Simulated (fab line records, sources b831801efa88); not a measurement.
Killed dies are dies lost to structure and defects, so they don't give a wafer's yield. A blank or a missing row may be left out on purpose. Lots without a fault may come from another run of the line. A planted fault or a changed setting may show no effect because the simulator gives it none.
Problem report in the 8D (eight disciplines) form, filled by code | flow sky130 | the parts of the form that need people (team, actions taken, sign-off) are left out

1. THE PROBLEM
exposure_dose_mJ_cm2 at SKY_VIA4_EXPOSE_08 reads a mean of 120.35 on 9 wafers of 3 lots; wafers without a fault read 132.01 with a standard deviation of 0.12. That is -97 standard deviations from the usual mean.
The step: exposes mask VIM4, target cd 800 nm.
First seen on wafer L987.2, day 46 21:19, on iline_stepper-02. The record holds 21 wafers of 7 lots with a number at this step. Rule for "out", or "out of limits": more than 4 standard deviations from the usual mean. The other wafers with a number count as sound.

2. WHAT IT IS AND WHAT IT IS NOT
question                    | is                     | is not
which readings at this step | exposure_dose_mJ_cm2   | -
which lots                  | L987, L988, L990       | L979, L980, L993, L994
which wafers of those lots  | all that have a number | -
read on which tools         | iline_stepper-02       | iline_stepper-01
when                        | from day 46 21:19      | up to then (6 sound wafers); but 6 sound wafers of L993, L994 came after

3. SUSPECTS, AND WHAT RULES EACH OUT
Counting: a tool at a process step up to the reading stays a suspect if it ran every lot that is out and no sound lot after the first of them.
- iline_stepper-02 at SKY_VIA4_EXPOSE_08 (exposes mask VIM4, target cd 800 nm): kept. It ran every lot that is out, first L987 (day 46 21:19), and no sound lot after that; its last sound lot up to then is L979 (day 44 19:19). Its own readings are out on those wafers: exposure_dose_mJ_cm2.
Left after counting: iline_stepper-02 at SKY_VIA4_EXPOSE_08.

4. THE CAUSE (what the simulator had put in)
Process parameter drift: iline_stepper-02, from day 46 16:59 on, at SKY_VIA4_EXPOSE_08. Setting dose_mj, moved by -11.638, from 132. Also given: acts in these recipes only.
Counting left only this tool.

5. THE CHAIN OF EFFECTS, in route order
Each row: a reading whose mean over the struck wafers that have a number lies more than 3 standard deviations from the usual. Only readings for which the record gives a usual standard deviation are gone through. hours: the time from each lot's start at the first step in this table that gives one to its start at this step, as a median over the lots. sigmas: the change in usual standard deviations.
hours | step               | reading              | usual  | on struck wafers | change | sigmas
0     | SKY_VIA4_EXPOSE_08 | exposure_dose_mJ_cm2 | 132.01 | 120.35           | -11.66 | -97
The process steps in it:
- SKY_VIA4_EXPOSE_08: exposes mask VIM4, target cd 800 nm.
Later measuring or inspecting steps at which every struck wafer that the step has a row for has a number for every such reading, and none has moved that far: SKY_VIA4_OVL_MEAS_11.

6. WHAT WOULD HAVE CAUGHT IT SOONER
In this record the first reading out of limits was taken at day 46 21:19, 4 hours after the fault began at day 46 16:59.
